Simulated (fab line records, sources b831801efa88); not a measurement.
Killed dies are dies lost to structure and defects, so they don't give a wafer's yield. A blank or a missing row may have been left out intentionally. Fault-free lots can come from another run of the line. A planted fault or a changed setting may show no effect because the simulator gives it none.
Which tool was responsible?    flow sky130    39 wafers from 13 lots sampled at 2 of the route's 708 steps

== WHAT THE GAUGES READ, wafer by wafer ==
SKY_GATE_OXIDE_OVL_MEAS_10.
lot   measured      on          GATE_OXIDE_OVL (nm)
L410  day 13 19:08  overlay-01  1.3 0.7 0.9
L411  day 14 06:07  overlay-01  1.1 0.9 0.1
L413  day 14 22:48  overlay-02  -0.7 -0.9 -0.9
L416  day 15 22:49  overlay-02  0.5 -2.7 -1.4
L418  day 16 19:15  overlay-01  -0.8 0.2 0.0
L425  day 19 00:00  overlay-01  0.3 -0.5 -0.3
L427  day 20 06:07  overlay-02  0.4 -1.2 1.2
L429  day 20 10:18  overlay-01  -1.4 -0.6 -1.0
L428  day 20 10:36  overlay-01  -1.0 -1.0 -0.8
L430  day 20 18:31  overlay-02  1.2 2.6 -0.5
L431  day 21 05:08  overlay-02  3.1 -0.3 0.5
L432  day 21 17:10  overlay-01  -1.9 -1.7 -3.7
L433  day 21 21:01  overlay-02  2.7 0.6 0.0

SKY_POLY_GATE_THK_MEAS_01.
lot   measured      on             POLY_GATE_CVD_00_THK (nm)
L410  day 14 07:49  film metro-02  178.5 178.8 180.7
L411  day 14 12:12  film metro-02  181.2 181.7 182.8
L413  day 15 03:43  film metro-02  182.9 183.6 183.7
L416  day 16 03:26  film metro-03  181.3 182.0 179.8
L418  day 16 22:44  film metro-01  180.7 183.4 182.1
L425  day 19 03:44  film metro-02  179.1 179.1 181.4
L427  day 20 13:42  film metro-02  181.3 180.6 180.1
L429  day 20 13:46  film metro-02  179.5 180.4 180.1
L428  day 20 14:53  film metro-02  181.5 182.0 183.4
L430  day 20 22:32  film metro-01  178.2 177.9 177.7
L431  day 21 08:22  film metro-01  179.7 178.3 179.1
L432  day 21 20:33  film metro-03  179.4 181.3 179.9
L433  day 22 00:15  film metro-02  180.4 178.3 179.6

== EACH LOT AND THE TOOL THAT RAN IT (in order: tool; ch and the chambers of the sampled wafers; start) ==
Record: no process step prior to these readings.

== AS READ BY THE TOOLS THEMSELVES (means over the sampled wafers that have a number; for cases with no such wafer, the mark the record gives instead) ==
The record holds no such reading with a usual standard deviation.

== THE ANSWER, worked out from the rows above alone ==
Rule: usual is defined by the lots themselves. The widest of any qualifying gaps counts: lots, ordered by their means at a reading, are off when they make up no more than a third of the lots, leave a main group of 4 or more, and stand apart from it by 3 or more times the standard deviation of that group's means. If all means in a main group match to the digits the tables above print for the reading, that group is not used. A lot without any number at a reading at which 4 lots or more have one is off too. All remaining lots with rows at the step are treated as sound. Order of review: gauges by route order, followed by the tools' own readings, for which a lot's mean as printed above is used. The first step at which some lot is off is used, and at that step the reading that is off furthest; a lot without a number counts as furthest.
No lot is off on any of the readings shown, so nothing can be concluded from this.

== WHAT THE SIMULATOR HAD INSERTED ==
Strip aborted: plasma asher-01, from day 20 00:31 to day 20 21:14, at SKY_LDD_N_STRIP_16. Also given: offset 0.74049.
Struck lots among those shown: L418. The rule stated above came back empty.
